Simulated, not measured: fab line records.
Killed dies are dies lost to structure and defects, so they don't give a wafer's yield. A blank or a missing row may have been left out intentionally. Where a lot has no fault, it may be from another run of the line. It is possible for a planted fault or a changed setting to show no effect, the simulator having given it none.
Matching of chambers -- flow sky130 -- cmp-01 running SKY_CONTACT_CMP_04: 4 sister chambers
The step polishes SiO2. 8 wafers are shown with their chamber, then 7 later ones without.

## WAFERS, EACH WITH ITS CHAMBER
wafer,chamber,motor current A (A),head pressure psi (psi)
L197.4,3,11.8,3.991
L197.6,2,12.5,4.003
L198.4,3,12.0,4.017
L200.2,1,11.5,4.001
L200.4,0,10.8,4.004
L200.6,0,10.4,4.000
L201.1,1,11.1,4.002
L201.5,2,13.5,3.985

## WAFERS WITH NO CHAMBER GIVEN
wafer,motor current A (A),head pressure psi (psi)
L201.6,10.9,4.007
L202.1,11.3,4.005
L202.3,11.7,3.995
L202.4,11.5,3.991
L203.1,11.9,3.995
L203.4,12.6,4.013
L203.5,11.7,3.993

## WHICH CHAMBER EACH WENT THROUGH
wafer,from the rows above,in truth
L201.6,can't be placed: 0 or 1 or 3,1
L202.1,can't be placed: 1 or 3 or 0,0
L202.3,can't be placed: 3 or 1 or 0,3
L202.4,can't be placed: 1 or 3 or 0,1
L203.1,can't be placed: 3 or 1 or 2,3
L203.4,can't be placed: 3 or 2 or 1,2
L203.5,can't be placed: 3 or 1 or 0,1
Placed correctly: 0 of 7. These rows do not allow placing 7 (true chamber among the candidates in 7). Number placed wrongly: 0.
How it was worked out, from the rows above alone: a wafer's distance from a chamber is the root of the sum, over the readings, of the square of ((its reading less the chamber's mean) divided by the reading's scatter). If the next closest chamber is less than 2 further off than the closest, the wafer can't be placed; otherwise it belongs to the closest. For every chamber, the mean is computed from those of its wafers that are shown. The scatter: the root of (the sum of the squares of (reading less its chamber's mean) over the shown wafers, divided by (wafers less chambers)).
